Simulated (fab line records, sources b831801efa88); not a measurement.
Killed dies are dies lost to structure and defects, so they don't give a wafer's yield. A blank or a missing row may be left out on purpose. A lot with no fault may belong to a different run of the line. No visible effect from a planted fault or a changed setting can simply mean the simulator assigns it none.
What tool caused it? / flow gf180mcu / 36 wafers sampled from 12 lots at 1 step of a route of 602

== WHAT EACH GAUGE READ, for each wafer ==
GF_V4_THK_MEAS_01.
lot=L075; measured=day 23 20:15; on=film-metro-01; V4_CVD_00_THK (nm)=596 604 602
lot=L077; measured=day 24 18:58; on=film-metro-04; V4_CVD_00_THK (nm)=601 590 596
lot=L078; measured=day 25 08:39; on=film-metro-01; V4_CVD_00_THK (nm)=598 605 598
lot=L081; measured=day 25 22:15; on=film-metro-03; V4_CVD_00_THK (nm)=600 598 602
lot=L083; measured=day 26 11:39; on=film-metro-03; V4_CVD_00_THK (nm)=596 594 589
lot=L085; measured=day 27 07:52; on=film-metro-01; V4_CVD_00_THK (nm)=601 604 602
lot=L087; measured=day 27 21:11; on=film-metro-01; V4_CVD_00_THK (nm)=596 595 600
lot=L089; measured=day 28 08:56; on=film-metro-01; V4_CVD_00_THK (nm)=585 595 597
lot=L091; measured=day 29 04:20; on=film-metro-04; V4_CVD_00_THK (nm)=587 587 594
lot=L093; measured=day 29 14:35; on=film-metro-04; V4_CVD_00_THK (nm)=602 602 599
lot=L095; measured=day 30 03:01; on=film-metro-03; V4_CVD_00_THK (nm)=600 592 598
lot=L097; measured=day 30 18:51; on=film-metro-04; V4_CVD_00_THK (nm)=600 597 594

== EACH LOT AND THE TOOL THAT RAN IT (in order: tool; ch and the chambers of the sampled wafers; start) ==
The record shows no process step preceding these readings.

== THE ANSWER, worked out from the rows above alone ==
Rule: the usual values come from the lots themselves. The widest of any qualifying gaps counts: lots, ordered by their means at a reading, are off when they make up no more than a third of the lots, leave a main group of 4 or more, and stand apart from it by 3 or more times the standard deviation of that group's means. If all means in a main group match to the digits the tables above print for the reading, that group is not used. A lot without any number at a reading at which 4 lots or more have one is off too. The other lots that the step has rows for count as sound.
Across all readings shown, no lot is off: no conclusion can be drawn from this.

== WHAT HAD BEEN PUT IN BY THE SIMULATOR ==
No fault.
